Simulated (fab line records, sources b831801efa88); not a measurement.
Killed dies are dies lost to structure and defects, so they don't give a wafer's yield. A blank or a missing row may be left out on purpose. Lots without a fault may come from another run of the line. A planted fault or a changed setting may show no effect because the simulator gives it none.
Chamber matching | flow sky130 | SKY_VIA3_CMP_02 on cmp-02: 4 sister chambers
The step polishes SiO2. 8 wafers are shown with their chamber, then 12 later ones without.

WAFERS WITH THEIR CHAMBER
wafer  | chamber | motor_current_A (A) | platen_rpm (rpm)
L084.6 | 1       | 12.0                | 60.06
L086.4 | 0       | 13.4                | 60.03
L087.3 | 1       | 12.1                | 59.92
L088.1 | 2       | 10.2                | 60.03
L088.4 | 0       | 13.7                | 59.99
L091.2 | 2       | 10.0                | 59.95
L091.4 | 3       | 12.0                | 60.04
L091.5 | 3       | 11.3                | 60.00

WAFERS WITHOUT THEIR CHAMBER
wafer  | motor_current_A (A) | platen_rpm (rpm)
L089.2 | 13.9                | 60.06
L089.4 | 10.2                | 60.04
L089.5 | 11.8                | 60.03
L092.4 | 13.4                | 60.02
L092.5 | 10.0                | 60.05
L092.6 | 11.7                | 60.01
L093.1 | 10.0                | 60.01
L093.5 | 12.9                | 59.96
L093.6 | 12.3                | 59.99
L096.1 | 9.5                 | 59.99
L096.3 | 10.9                | 60.01
L096.6 | 13.4                | 60.01

WHICH CHAMBER EACH WENT THROUGH
wafer  | from the rows above          | in truth
L089.2 | 0                            | 0
L089.4 | 2                            | 2
L089.5 | can't be placed: 3 or 1      | 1
L092.4 | 0                            | 0
L092.5 | 2                            | 2
L092.6 | can't be placed: 3 or 1      | 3
L093.1 | 2                            | 2
L093.5 | can't be placed: 0 or 1      | 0
L093.6 | can't be placed: 1 or 3      | 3
L096.1 | 2                            | 2
L096.3 | can't be placed: 3 or 2 or 1 | 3
L096.6 | 0                            | 0
Placed correctly: 7 of 12. Can't be placed from these rows: 5 (the true chamber is among the candidates in 5). Placed wrongly: 0.
How it was worked out, from the rows above alone: a wafer's distance from a chamber is the root of the sum, over the readings, of the square of ((its reading less the chamber's mean) divided by the reading's scatter). The wafer belongs to the nearest chamber; if the next one is less than 2 further off, it can't be placed. A chamber's mean is the mean of its shown wafers. The scatter: the root of (the sum of the squares of (reading less its chamber's mean) over the shown wafers, divided by (wafers less chambers)).
